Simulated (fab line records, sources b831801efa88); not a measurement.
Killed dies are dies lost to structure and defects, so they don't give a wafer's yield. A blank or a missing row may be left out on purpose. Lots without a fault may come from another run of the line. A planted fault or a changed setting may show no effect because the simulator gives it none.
Problem report in the 8D (eight disciplines) form, filled by code | flow sky130 | the parts of the form that need people (team, actions taken, sign-off) are left out

1. THE PROBLEM
killed_at_front_end at SKY_PAD_OPEN_PROBE_99 reads a mean of 68 on 3 wafers of 2 lots; wafers without a fault read 15 with a standard deviation of 4.5. That is +12 standard deviations from the usual mean.
First seen on wafer L985.6, day 48 19:04, on prober-02. The record holds 6 wafers of 2 lots with a number at this step. Rule for "out", or "out of limits": more than 4 standard deviations from the usual mean. The other wafers with a number count as sound.

2. WHAT IT IS AND WHAT IT IS NOT
question                    | is                     | is not
which readings at this step | killed_at_front_end    | killed_at_M4_up, killed_at_contacts, killed_at_other
which lots                  | L985, L987             | -
which wafers of those lots  | L985.6, L987.2, L987.6 | L985.2, L985.5, L987.5
read on which tools         | prober-02              | -
when                        | from day 48 19:04      | up to then (2 sound wafers); but 1 sound wafer of L987 came after

3. SUSPECTS, AND WHAT RULES EACH OUT
Counting: a tool at a process step up to the reading stays a suspect if it ran every lot that is out. Sound lots after the first of them don't rule it out here, since some wafers of a struck lot are sound.
- plasma_asher-03 at SKY_GATE_OXIDE_STRIP_13 (strips in O2/N2): kept. It ran every lot that is out, first L985 (day 18 03:52).
- rie_metal-04 at SKY_METAL5_METAL_ETCH_15 (etches the open film in Cl2/BCl3, stops on SiO2, target depth 1260 nm, time 252 s): kept. It ran every lot that is out, first L985 (day 47 00:56).
- prober-02 at SKY_PAD_OPEN_PROBE_99: kept. It ran every lot that is out, first L985 (day 48 18:52). Its own readings are out on those wafers: killed_at_front_end.
- Within plasma_asher-03 at SKY_GATE_OXIDE_STRIP_13: the wafers that are out ran in chamber 0; their sound lot-mates ran in chamber 1.
Left after counting: plasma_asher-03 at SKY_GATE_OXIDE_STRIP_13, rie_metal-04 at SKY_METAL5_METAL_ETCH_15, prober-02 at SKY_PAD_OPEN_PROBE_99.

4. THE CAUSE (what the simulator had put in)
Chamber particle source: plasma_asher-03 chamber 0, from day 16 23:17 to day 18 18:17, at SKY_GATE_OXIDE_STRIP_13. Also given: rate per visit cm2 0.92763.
Counting left 3 suspects, and this tool is among them.

5. THE CHAIN OF EFFECTS, in route order
Each row: a reading whose mean over the struck wafers that have a number lies more than 3 standard deviations from the usual. Only readings for which the record gives a usual standard deviation are gone through. hours: the time from each lot's start at the first step in this table that gives one to its start at this step, as a median over the lots. sigmas: the change in usual standard deviations.
hours | step                  | reading             | usual | on struck wafers | change | sigmas
0     | SKY_PAD_OPEN_PROBE_99 | killed_at_front_end | 15    | 68               | +53    | +12
0     | SKY_PAD_OPEN_PROBE_99 | killed_dies         | 86    | 124              | +38    | +4.5
The process steps in it:
- SKY_PAD_OPEN_PROBE_99

6. WHAT WOULD HAVE CAUGHT IT SOONER
In this record the first reading out of limits was taken at day 48 19:04, 764 hours after the fault began at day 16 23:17.
Of the tool readings at SKY_GATE_OXIDE_STRIP_13 for which the record gives a usual standard deviation, none was out on any struck wafer, so an alarm limit of 4 standard deviations on them would not have fired.
All the lots that are out (2) had begun SKY_GATE_OXIDE_STRIP_13 on plasma_asher-03 by day 48 19:04. A hold on the tool at that time would have spared none of them.
